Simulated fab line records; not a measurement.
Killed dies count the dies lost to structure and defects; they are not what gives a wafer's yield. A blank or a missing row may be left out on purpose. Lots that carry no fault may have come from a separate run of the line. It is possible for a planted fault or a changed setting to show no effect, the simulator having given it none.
Which of the tools did it?    flow gf180mcu    11 lots, 33 wafers sampled, at 7 steps of a route of 602

## WHAT THE GAUGES READ, wafer by wafer
GF_STI_THK_MEAS_22. Usual: STI_OXIDATION_01_THK typically reads 14.89 nm, with standard deviation 0.21.
lot   measured     on             STI_OXIDATION_01_THK (nm)  flag
L804  day 2 16:44  film-metro-01  14.84 14.93 14.55          
L806  day 3 01:20  film-metro-03  15.07 14.65 14.46          
L809  day 3 15:26  film-metro-03  15.00 14.83 14.86          
L811  day 4 02:11  film-metro-03  15.27 15.03 15.18          
L813  day 4 15:01  film-metro-01  14.73 14.74 14.76          
L814  day 4 16:53  film-metro-04  14.79 14.47 15.25          
L815  day 4 22:33  film-metro-03  14.81 14.71 14.44          
L820  day 6 00:17  film-metro-01  14.67 14.83 15.06          
L823  day 6 15:08  film-metro-04  15.12 15.08 14.88          
L824  day 6 21:19  film-metro-04  14.75 14.82 14.51          
L825  day 7 02:30  film-metro-01  15.02 14.83 14.84          

GF_NWELL_TW_MEAS_11. Usual: NWELL_TW typically reads 1563, with standard deviation 9.5.
lot   measured     on             NWELL_TW        flag
L804  day 3 23:34  film-metro-02  1572 1586 1571  
L806  day 4 06:39  film-metro-02  1581 1588 1582  
L809  day 4 21:24  film-metro-04  1565 1568 1569  
L811  day 5 09:28  film-metro-04  1557 1565 1563  
L813  day 5 21:57  film-metro-03  1741 1560 1562  OFF
L814  day 6 01:45  film-metro-04  1552 1559 1557  
L815  day 6 09:25  film-metro-03  1747 1561 1555  OFF
L820  day 7 10:23  film-metro-03  1559 1562 1560  
L823  day 8 01:31  film-metro-04  1566 1558 1561  
L824  day 8 07:54  film-metro-03  1569 1558 1563  
L825  day 8 13:33  film-metro-04  1564 1560 1555  

GF_LVPWELL_OVL_MEAS_07. Usual: LVPWELL_OVL typically reads -0.7 nm, with standard deviation 1.5.
lot   measured     on          LVPWELL_OVL (nm)  flag
L804  day 4 13:01  overlay-01  -0.4 -1.7 -1.4    
L806  day 4 20:57  overlay-01  2.0 1.9 1.9       
L809  day 5 11:30  overlay-02  -1.7 -0.8 -0.8    
L811  day 6 00:06  overlay-01  -0.8 -1.8 0.1     
L813  day 6 12:29  overlay-01  -0.6 1.1 -0.8     
L814  day 6 17:09  overlay-01  -1.5 -1.7 -1.5    
L815  day 7 00:44  overlay-01  -3.3 -3.0 -3.2    
L820  day 8 02:17  overlay-01  0.5 -0.6 -1.3     
L823  day 8 17:51  overlay-01  0.6 0.0 -1.0      
L824  day 8 23:47  overlay-02  -2.4 -1.8 -2.4    
L825  day 9 06:35  overlay-01  1.6 0.7 1.5       

GF_LVPWELL_TW_MEAS_11. Usual: LVPWELL_TW typically reads 557, with standard deviation 3.4.
lot   measured     on             LVPWELL_TW    flag
L804  day 4 13:28  film-metro-03  556 556 562   
L806  day 4 21:23  film-metro-03  556 556 560   
L809  day 5 11:56  film-metro-03  551 551 552   
L811  day 6 00:32  film-metro-04  554 553 556   
L813  day 6 12:55  film-metro-04  1229 551 552  OFF
L814  day 6 17:35  film-metro-04  552 554 556   
L815  day 7 01:10  film-metro-02  1214 557 558  OFF
L820  day 8 02:43  film-metro-03  557 555 560   
L823  day 8 18:17  film-metro-02  559 557 559   
L824  day 9 00:13  film-metro-04  557 558 556   
L825  day 9 07:02  film-metro-02  553 556 556   

GF_MVSD_TW_MEAS_11. Usual: MVSD_TW typically reads 1566, with standard deviation 9.2.
lot   measured      on             MVSD_TW         flag
L804  day 5 04:19   film-metro-04  1559 1563 1561  
L806  day 5 11:36   film-metro-03  1549 1553 1559  
L809  day 6 03:11   film-metro-04  1559 1569 1571  
L811  day 6 15:59   film-metro-03  1569 1567 1567  
L813  day 7 04:41   film-metro-04  1745 1562 1548  OFF
L814  day 7 09:28   film-metro-03  1554 1550 1554  
L815  day 7 17:26   film-metro-04  1744 1568 1567  OFF
L820  day 8 19:31   film-metro-03  1567 1573 1573  
L823  day 9 11:44   film-metro-02  1568 1568 1567  
L824  day 9 17:34   film-metro-04  1573 1572 1566  
L825  day 10 00:36  film-metro-02  1566 1564 1568  

## EACH LOT AND THE TOOL THAT RAN IT (in order: tool; ch and the chambers of the sampled wafers; start)
lot   GF_DNWELL_COAT_02                 GF_DNWELL_STRIP_08
L804  litho-track-04 ch 0, day 3 03:02  plasma-asher-02 ch 0,1, day 3 09:46
L806  litho-track-04 ch 0, day 3 10:07  plasma-asher-02 ch 0,1, day 3 17:24
L809  litho-track-02 ch 0, day 3 23:44  plasma-asher-03 ch 0, day 4 06:41
L811  litho-track-02 ch 0, day 4 11:25  plasma-asher-01 ch 0,1, day 4 18:50
L813  litho-track-02 ch 0, day 5 00:02  plasma-asher-02 ch 0,1, day 5 07:11
L814  litho-track-01 ch 0, day 5 02:56  plasma-asher-02 ch 0,1, day 5 10:43
L815  litho-track-02 ch 0, day 5 09:59  plasma-asher-03 ch 0,1, day 5 17:40
L820  litho-track-04 ch 0, day 6 10:28  plasma-asher-01 ch 0,1, day 6 18:17
L823  litho-track-04 ch 0, day 7 01:31  plasma-asher-03 ch 0,1, day 7 09:17
L824  litho-track-01 ch 0, day 7 07:14  plasma-asher-03 ch 0,1, day 7 15:50
L825  litho-track-04 ch 0, day 7 12:31  plasma-asher-02 ch 0,1, day 7 21:18
- GF_DNWELL_COAT_02: resist thk 3000 nm.
- GF_DNWELL_STRIP_08: strips in O2/N2.

## AS READ BY THE TOOLS THEMSELVES (means over the sampled wafers that have a number; for cases with no such wafer, the mark the record gives instead)
GF_DNWELL_COAT_02. Usual: chill-plate-temp-C 22.99 C, standard deviation 0.093.
lot   tool            chill-plate-temp-C (C)  flag
L804  litho-track-04  22.98                   
L806  litho-track-04  23.00                   
L809  litho-track-02  22.97                   
L811  litho-track-02  22.91                   
L813  litho-track-02  23.04                   
L814  litho-track-01  22.92                   
L815  litho-track-02  23.13                   
L820  litho-track-04  22.99                   
L823  litho-track-04  22.97                   
L824  litho-track-01  23.04                   
L825  litho-track-04  23.00                   

GF_DNWELL_STRIP_08. Usual: drypump-motor-current-A 5.7 A, standard deviation 0.36; heater-power-w 354 W, standard deviation 33; oes-product-au 0.723 a.u., standard deviation 0.0049; platen-temp-c 249.98 C, standard deviation 0.18; strip-time-to-endpoint-s 36.97 s, standard deviation 0.096.
lot   tool             drypump-motor-current-A (A)  heater-power-w (W)  oes-product-au (a.u.)  platen-temp-c (C)  strip-time-to-endpoint-s (s)  flag
L804  plasma-asher-02  5.5                          366                 0.723                  250.01             36.89                         
L806  plasma-asher-02  5.7                          360                 0.719                  250.05             36.91                         
L809  plasma-asher-03  5.6                          349                 0.724                  249.91             37.07                         
L811  plasma-asher-01  6.2                          296                 0.724                  249.95             36.87                         
L813  plasma-asher-02  5.8                          360                 0.717                  250.01             31.95                         OFF
L814  plasma-asher-02  5.5                          359                 0.720                  250.17             37.01                         
L815  plasma-asher-03  5.6                          367                 0.726                  249.97             32.03                         OFF
L820  plasma-asher-01  6.0                          317                 0.722                  250.11             37.10                         
L823  plasma-asher-03  5.6                          365                 0.724                  249.96             37.06                         
L824  plasma-asher-03  5.6                          364                 0.725                  249.88             36.91                         
L825  plasma-asher-02  5.8                          366                 0.727                  249.92             37.01                         

## THE ANSWER, worked out from the rows above alone
Rule: a lot is off if the mean of its wafers that have a number lies more than 3 standard deviations from the usual mean. Also off: a lot with no number at a reading for which 4 or more lots have one. Where the step has rows for the other lots, those lots are counted as sound. The gauges are gone through in route order, then the tools' own readings, and for those a lot's mean is taken as printed above. At the first step where some lot is off, the reading lying furthest off is the one used; lots without a number count as furthest.
Off: at GF_NWELL_TW_MEAS_11 (NWELL_TW), L813, L815.
If a tool, at a process step before that reading, ran all the lots that are off and no sound lot after the first of them, it fits. Not tried: the gauges at GF_NWELL_TW_MEAS_11; whatever is off there is also off at GF_LVPWELL_TW_MEAS_11, on other tools, and gauge error can't account for it. One fits: litho-track-02 at GF_DNWELL_COAT_02. Its last sound lot is L811 (day 4 11:25), its first lot that is off L813 (day 5 00:02): a fault that began between those two fits.

## WHAT WAS PUT IN BY THE SIMULATOR
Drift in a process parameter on litho-track-02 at GF_DNWELL_COAT_02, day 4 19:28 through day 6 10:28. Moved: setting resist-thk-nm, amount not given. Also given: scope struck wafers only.
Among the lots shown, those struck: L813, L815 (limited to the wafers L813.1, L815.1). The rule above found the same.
